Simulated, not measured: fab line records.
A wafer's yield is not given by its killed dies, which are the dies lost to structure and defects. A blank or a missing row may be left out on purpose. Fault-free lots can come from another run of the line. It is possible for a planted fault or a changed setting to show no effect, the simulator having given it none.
The tool behind it: which one? :: flow sky130 :: route of 708 steps, sampled at 1 step: 12 lots, 36 wafers

## WHAT THE GAUGES SHOWED, per wafer
SKY_VIA1_RS_MEAS_22: the measuring method here is four-point-probe.
lot: L075
measured: day 33 17:04
on: filmMetro-01
VIA1_W_RS (ohm/sq): 0.430 0.424 0.424

lot: L077
measured: day 34 13:53
on: filmMetro-02
VIA1_W_RS (ohm/sq): 0.431 0.427 0.429

lot: L079
measured: day 35 21:22
on: filmMetro-02
VIA1_W_RS (ohm/sq): 0.432 0.430 0.434

lot: L081
measured: day 36 08:32
on: filmMetro-01
VIA1_W_RS (ohm/sq): 0.427 0.435 0.435

lot: L083
measured: day 37 02:31
on: filmMetro-03
VIA1_W_RS (ohm/sq): 0.434 0.432 0.426

lot: L084
measured: day 38 02:47
on: filmMetro-02
VIA1_W_RS (ohm/sq): 0.431 0.430 0.431

lot: L086
measured: day 38 13:49
on: filmMetro-03
VIA1_W_RS (ohm/sq): 0.436 0.438 0.430

lot: L090
measured: day 39 03:06
on: filmMetro-03
VIA1_W_RS (ohm/sq): 0.431 0.429 0.427

lot: L091
measured: day 39 06:30
on: filmMetro-02
VIA1_W_RS (ohm/sq): 0.432 0.437 0.430

lot: L092
measured: day 40 00:34
on: filmMetro-03
VIA1_W_RS (ohm/sq): 0.429 0.427 0.429

lot: L095
measured: day 40 10:18
on: filmMetro-03
VIA1_W_RS (ohm/sq): 0.426 0.431 0.421

lot: L097
measured: day 40 23:38
on: filmMetro-02
VIA1_W_RS (ohm/sq): 0.427 0.430 0.432

## EACH LOT AND THE TOOL THAT RAN IT (in order: tool; ch and the chambers of the sampled wafers; start)
The record holds no process step before these readings.

## THE ANSWER, worked out from the rows above alone
Rule: usual is defined by the lots themselves. The widest of any qualifying gaps counts: lots, ordered by their means at a reading, are off when they make up no more than a third of the lots, leave a main group of 4 or more, and stand apart from it by 3 or more times the standard deviation of that group's means. A main group whose means are all the same, to the digits that the tables above print for the reading, isn't used. Also off: a lot with no number at a reading for which 4 or more lots have one. The other lots that the step has rows for count as sound.
Across all readings shown, no lot is off: no conclusion can be drawn from this.

## WHAT WAS PUT IN BY THE SIMULATOR
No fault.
